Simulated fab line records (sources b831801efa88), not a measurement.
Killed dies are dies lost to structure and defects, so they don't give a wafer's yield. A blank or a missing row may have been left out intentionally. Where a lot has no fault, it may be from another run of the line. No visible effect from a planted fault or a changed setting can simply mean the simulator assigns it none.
Which tool did it? ; flow sky130 ; 12 lots, 36 wafers sampled, at 5 steps of a route of 708

== WHAT EACH GAUGE READ, for each wafer ==
SKY_SD_N_RS_MEAS_17: the measuring method here is four-point-probe. Usual: SD_P_RS gives 147.0 ohm/sq (standard deviation 0.38).
lot;measured;on;SD_P_RS (ohm/sq);flag
L350;day 28 12:28;film-metro-04;146.9 146.8 147.0;
L352;day 29 22:28;film-metro-04;146.9 146.8 146.8;
L354;day 30 17:24;film-metro-04;147.1 146.8 147.4;
L353;day 30 18:55;film-metro-04;146.9 146.8 147.1;
L356;day 31 05:45;film-metro-02;147.4 147.4 147.3;
L357;day 31 10:24;film-metro-02;147.1 146.7 146.8;
L355;day 31 13:05;film-metro-02;146.4 146.2 146.9;
L360;day 32 08:47;film-metro-02;147.2 146.8 146.6;
L364;day 33 15:04;film-metro-01;147.2 147.4 147.0;
L368;day 34 11:45;film-metro-02;147.5 147.1 147.4;
L369;day 34 20:10;film-metro-04;147.0 147.3 147.0;
L370;day 35 04:31;film-metro-01;147.4 147.6 147.6;

SKY_SD_N_RS_MEAS_18: the measuring method here is four-point-probe. Usual: RES_XHIGH_RS gives 333.7 ohm/sq (standard deviation 1.1).
lot;measured;on;RES_XHIGH_RS (ohm/sq);flag
L350;day 28 12:35;film-metro-04;333.7 333.2 332.6;
L352;day 29 22:35;film-metro-04;333.6 334.1 333.4;
L354;day 30 17:31;film-metro-04;334.7 335.0 333.6;
L353;day 30 19:02;film-metro-04;333.6 333.2 333.3;
L356;day 31 05:52;film-metro-02;334.2 333.1 332.6;
L357;day 31 10:31;film-metro-02;333.5 334.3 332.9;
L355;day 31 13:12;film-metro-02;333.7 333.4 333.3;
L360;day 32 08:54;film-metro-02;333.6 334.4 332.7;
L364;day 33 15:11;film-metro-01;333.0 333.2 333.7;
L368;day 34 11:52;film-metro-02;334.4 332.9 332.7;
L369;day 34 20:17;film-metro-04;333.5 332.9 333.4;
L370;day 35 04:38;film-metro-01;334.3 334.5 334.4;

SKY_LI_CONTACT_CD_MEAS_12: the cd target is 170 nm. Usual: cd-nm reads 170.2 nm (standard deviation 1.6).
lot;measured;on;cd-nm (nm);flag
L350;day 29 17:25;cd-sem-01;168.0 168.8 168.4;
L352;day 31 01:58;cd-sem-01;171.6 171.4 171.2;
L354;day 31 20:38;cd-sem-02;171.6 170.5 170.7;
L353;day 31 23:16;cd-sem-01;170.8 168.8 170.7;
L356;day 32 09:34;cd-sem-02;170.7 170.7 170.1;
L357;day 32 13:58;cd-sem-02;173.1 172.3 174.4;
L355;day 32 17:31;cd-sem-01;169.0 171.2 169.2;
L360;day 33 13:01;cd-sem-01;171.7 171.0 171.0;
L364;day 34 18:25;cd-sem-02;170.0 170.7 170.0;
L368;day 35 15:32;cd-sem-02;167.0 167.7 168.2;
L369;day 35 23:07;cd-sem-02;167.5 166.0 165.9;
L370;day 36 06:50;cd-sem-02;172.0 169.5 170.7;

SKY_CONTACT_THK_MEAS_01. Usual: CONTACT_CVD_00_THK gives 75.0 nm (standard deviation 0.92).
lot;measured;on;CONTACT_CVD_00_THK (nm);flag
L350;day 31 00:12;film-metro-03;75.0 74.5 75.6;
L352;day 32 08:10;film-metro-01;75.7 76.4 74.8;
L354;day 33 01:38;film-metro-04;73.5 74.7 75.1;
L353;day 33 05:31;film-metro-04;75.2 75.9 77.1;
L356;day 33 15:11;film-metro-04;74.9 74.8 75.4;
L357;day 33 19:20;film-metro-03;74.8 76.4 75.7;
L355;day 33 21:59;film-metro-03;108.9 109.4 109.9;OFF
L360;day 34 17:50;film-metro-01;108.9 107.5 111.0;OFF
L364;day 35 22:56;film-metro-01;74.0 74.3 75.4;
L368;day 36 20:02;film-metro-03;74.4 74.4 74.5;
L369;day 37 03:08;film-metro-01;74.5 75.8 76.0;
L370;day 37 11:23;film-metro-01;74.1 75.1 74.8;

== WHAT TOOL EACH LOT RAN ON (gives the tool, then ch and the chambers of the sampled wafers, and finally the start) ==
lot;SKY_CONTACT_CVD_00
L350;pecvd-01 ch 0,1,2, day 31 00:10
L352;pecvd-04 ch 0,1,2, day 32 08:07
L354;pecvd-04 ch 0,1,2, day 33 01:37
L353;pecvd-03 ch 1,2, day 33 05:29
L356;pecvd-04 ch 0,2, day 33 15:09
L357;pecvd-03 ch 1,2, day 33 19:18
L355;pecvd-04 ch 0,1, day 33 21:57
L360;pecvd-04 ch 0,1,2, day 34 17:49
L364;pecvd-03 ch 0,2, day 35 22:53
L368;pecvd-01 ch 0,1,2, day 36 20:00
L369;pecvd-03 ch 1,2, day 37 03:06
L370;pecvd-01 ch 1,2, day 37 11:20
- SKY_CONTACT_CVD_00: deposits Si3N4, target thk 75 nm.

== WHAT THE TOOLS THEMSELVES READ (means of the sampled wafers that have a number; where no wafer has one, the mark that the record gives instead) ==
SKY_CONTACT_CVD_00. Usual: heater-power-outer-w 432 W, standard deviation 62; heater-power-w 721 W, standard deviation 92.
lot;tool;heater-power-outer-w (W);heater-power-w (W);flag
L350;pecvd-01;405;678;
L352;pecvd-04;399;650;
L354;pecvd-04;434;711;
L353;pecvd-03;484;850;
L356;pecvd-04;464;717;
L357;pecvd-03;443;786;
L355;pecvd-04;441;729;
L360;pecvd-04;446;709;
L364;pecvd-03;458;789;
L368;pecvd-01;435;715;
L369;pecvd-03;428;758;
L370;pecvd-01;471;748;

== THE ANSWER, worked out from the rows above alone ==
Rule: take the mean of a lot's wafers that have a number; if it is more than 3 standard deviations from the usual mean, the lot is off. A lot without any number at a reading at which 4 lots or more have one is off too. All remaining lots with rows at the step are treated as sound. First the gauges in route order, then the tools' own readings, where a lot's mean is used as printed above. At the first step where some lot is off, the reading lying furthest off is the one used; lots without a number count as furthest.
Off: L355, L360, at SKY_CONTACT_THK_MEAS_01 (CONTACT_CVD_00_THK).
If a tool, at a process step before that reading, ran all the lots that are off and no sound lot after the first of them, it fits. The gauges at SKY_CONTACT_THK_MEAS_01 are tried like those tools. One candidate fits, namely pecvd-04 at SKY_CONTACT_CVD_00. A fault onset in the window from L356 (day 33 15:09, its last sound lot) to L355 (day 33 21:57, its first lot off) fits.

== WHAT THE SIMULATOR HAD INSERTED ==
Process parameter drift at SKY_CONTACT_CVD_00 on pecvd-04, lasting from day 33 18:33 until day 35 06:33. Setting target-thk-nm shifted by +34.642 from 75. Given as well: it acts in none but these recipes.
Shown lots that were struck: L355, L360. This agrees with what the rule above found.
